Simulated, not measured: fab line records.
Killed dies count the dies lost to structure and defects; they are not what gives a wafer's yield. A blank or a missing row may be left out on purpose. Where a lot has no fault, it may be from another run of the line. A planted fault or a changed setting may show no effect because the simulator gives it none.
Comparing a struck lot with a sound one + flow sky130 + 31 steps out of a route of 708
Sound: these wafers, L804.1, L804.4, L804.5. The struck wafers were L816.1, L816.3, L816.6. Last of all comes the cause.
Each step with rows lists, per side, the tool, then ch with its chambers, then its first start. Under that, the readings that differ: sound wafers + struck wafers + difference of the means + sigmas: that difference in standard deviations of wafers without a fault.
alike: a reading whose means differ by less than 2 such deviations, as well as words and numbers matching on both sides. not compared: withheld readings; readings where some wafer has no value; bounds like >300 that might hide an equal value; numbers whose values overlap and for which the record gives no deviation.
Wherever a step has rows on one side only, a row that says differs or no value, or a row with sigmas, the two part there. When numbers do not overlap yet have no deviation, they are printed without sigmas and do not part them. A reading that every wafer of one side lacks parts them only if that side has two wafers or more.

SKY_METAL4_CD_MEAS_13: target cd 300 nm.
  sound: cd sem-01 at day 42 00:29; struck: cd sem-02 at day 46 04:01
  alike: cd nm
SKY_METAL4_OVL_MEAS_14:
  sound: overlay-02 at day 42 00:36; struck: overlay-01 at day 46 04:08
  alike: METAL4_OVL
SKY_METAL4_DESCUM_15: chemistry O2, time 8 s.
  sound on rie metal-02 ch 0,1, day 42 00:38; struck on rie metal-03 ch 0, day 46 04:11
  alike: drypump motor current A, oes product au
  not compared: rf hours counter h
then, 1 step without rows for these wafers: SKY_METAL4_ETCH_16 (etches BARC in N2/H2, stops on SiO2, time 88.2 s, target depth 60 nm).
SKY_METAL4_ETCH_17: etches SiO2 in C4F8/O2/Ar, stops on TiN, time 3.9 s, target depth 15 nm.
  sound on rie diel-01 ch 1,2, day 42 00:46; struck on rie diel-02 ch 0,3, day 46 04:19
  alike: oes product au
  not compared: rf hours counter h
SKY_METAL4_METAL_ETCH_18: etches the open film in Cl2/BCl3, stops on SiO2, target depth 845 nm, time 183.1 s.
  sound on rie metal-01 ch 0,1, day 42 00:47; struck on rie metal-02 ch 0, day 46 04:20
  alike: drypump motor current A, oes product au, throttle valve pct
  not compared: rf hours counter h
SKY_METAL4_STRIP_19: strips in O2/N2.
  sound on plasma asher-03 ch 0, day 42 00:58; struck on plasma asher-02 ch 0,1, day 46 04:31
| reading                     | sound       | struck      | difference | sigmas |
|-----------------------------|-------------|-------------|------------|--------|
| drypump motor current A (A) | 4.9 4.9 4.9 | 5.8 5.8 5.8 | +0.9       | +2     |
  alike: oes product au, strip time to endpoint s
  not compared: rf hours counter h
then, 4 steps without rows for these wafers: SKY_METAL4_STRIP_20 (strips in post etch residue remover, time 1200 s); SKY_METAL4_CLEAN_21 (cleans in IPA, time 180 s); SKY_METAL4_CLEAN_22 (cleans in O3/DIW); SKY_VIA4_HDPCVD_00 (deposits SiO2, target thk 1750 nm, time 291.7 s).
SKY_VIA4_THK_MEAS_01:
  sound: film metro-02 at day 42 01:44; struck: film metro-02 at day 46 05:20
  alike: VIA4_HDPCVD_THK
SKY_VIA4_CMP_02: polishes SiO2.
  sound on cmp-02 ch 0,1,3, day 42 01:47; struck on cmp-01 ch 1,2,3, day 46 05:37
  no value came back on the struck wafers for edge zone pressure frac, head pressure psi (psi), motor current A (A), slurry filter dp kPa (kPa); on the sound wafers edge zone pressure frac reads 0.996 1.001 1.002
| reading                                  | sound           | struck         | difference | sigmas |
|------------------------------------------|-----------------|----------------|------------|--------|
| model.SiO2_of_VIA4_HDPCVD_00.thk nm (nm) | 580 580.6 580.6 | 1749 1743 1752 | +1168      |        |
SKY_VIA4_BOW_MEAS_03:
  sound: film metro-03 at day 42 02:05; struck: film metro-01 at day 46 05:55
| reading       | sound    | struck      | difference | sigmas |
|---------------|----------|-------------|------------|--------|
| VIA4_BOW (um) | 78 74 75 | 138 138 143 | +64        | +9     |
then, 7 steps without rows for these wafers: SKY_VIA4_DEHYDRATE_04 (time 60 s); SKY_VIA4_HMDS_05 (prime time 60 s); SKY_VIA4_COAT_06 (resist thk 1140 nm); SKY_VIA4_SOFTBAKE_07 (time 60 s); SKY_VIA4_EXPOSE_08 (exposes mask VIM4, target cd 800 nm); SKY_VIA4_PEB_09; SKY_VIA4_DEVELOP_10 (develop time 60 s).
SKY_VIA4_OVL_MEAS_11:
  sound: overlay-02 at day 43 00:32; struck: overlay-01 at day 47 02:23
  alike: VIA4_OVL
SKY_VIA4_ETCH_12: etches SiO2 in C4F8/O2/Ar, stops on TiN, target depth 580 nm.
  sound on rie diel-01 ch 1,2, day 43 00:34; struck on rie diel-04 ch 0,2, day 47 02:25
| reading                          | sound             | struck            | difference | sigmas      |
|----------------------------------|-------------------|-------------------|------------|-------------|
| oes product au (a.u.)            | 0.933 0.933 0.928 | 1.644 1.633 1.637 | +0.707     | +99 or more |
| model.VIA4.feature depth nm (nm) | 580 580.6 580.6   | 668.4 654.4 663.9 | +81.8      |             |
| model.etch.depth nm (nm)         | 580 580.6 580.6   | 668.4 654.4 663.9 | +81.8      |             |
SKY_VIA4_STRIP_13: strips in O2/N2.
  sound on plasma asher-04 ch 0,1, day 43 00:38; struck on plasma asher-01 ch 0,1, day 47 02:29
  alike: drypump motor current A, oes product au, strip time to endpoint s
  not compared: rf hours counter h
then, 5 steps without rows for these wafers: SKY_VIA4_STRIP_14 (strips in post etch residue remover, time 1200 s); SKY_VIA4_CLEAN_15 (cleans in IPA, time 180 s); SKY_VIA4_CLEAN_16 (cleans in O3/DIW); SKY_VIA4_SPUTTER_17 (material TiN, target thk 20 nm, time 80 s); SKY_VIA4_CVD_18 (deposits W, target thk 505 nm, time 152.14 s).
SKY_VIA4_CMP_21: polishes, stops on SiO2, t overpolish 25 s, target thk 0 nm.
  sound on cmp-01 ch 0,3, day 43 01:40; struck on cmp-02 ch 0,1,3, day 47 03:47
| reading                                  | sound             | struck         | difference | sigmas |
|------------------------------------------|-------------------|----------------|------------|--------|
| model.SiO2_of_VIA4_HDPCVD_00.thk nm (nm) | 574.5 575.2 575.1 | 1743 1737 1747 | +1167      |        |
  alike: edge zone pressure frac, head pressure psi, motor current A, slurry filter dp kPa
-- the record jumps here: 3 days lie between the struck wafers' starts before and after (it left off in module VIA4 and takes up again in module PAD_OPEN, whose first step shown is number 708 of the route) --
SKY_PAD_OPEN_PROBE_99:
  sound: prober-01 at day 45 23:11; struck: prober-02 at day 49 15:53
| reading                  | sound          | struck         | difference | sigmas      |
|--------------------------|----------------|----------------|------------|-------------|
| defect limited yield (%) | 83.3 78.3 88.4 | 0 0 0          | -83        | -38         |
| killed_at_M4_up          | 0 5 3          | 413 411 412    | +409       | +99 or more |
| killed dies              | 82 107 57      | 492 492 492    | +410       | +37         |
| killed on rim            | 20 17 9        | 96 96 96       | +81        | +21         |
| sort_bin_5_function (%)  | 8.9 12.2 6.7   | 94.3 92.7 93.9 | +84.4      | +53         |
| sort n pass              | 410 385 435    | 0 0 0          | -410       | -37         |
| sort yield pct (%)       | 83.3 78.3 88.4 | 0 0 0          | -83        | -38         |
  alike: killed_at_M0_to_M3, killed at contacts, killed at front end, killed at other, killed open, killed short, sort_bin_3_pad_short, sort_bin_6_memory

## WHERE THEY PART
At SKY_METAL4_STRIP_19 first; at SKY_PAD_OPEN_PROBE_99 last (within this record only).

WHY: the cause the simulator had injected
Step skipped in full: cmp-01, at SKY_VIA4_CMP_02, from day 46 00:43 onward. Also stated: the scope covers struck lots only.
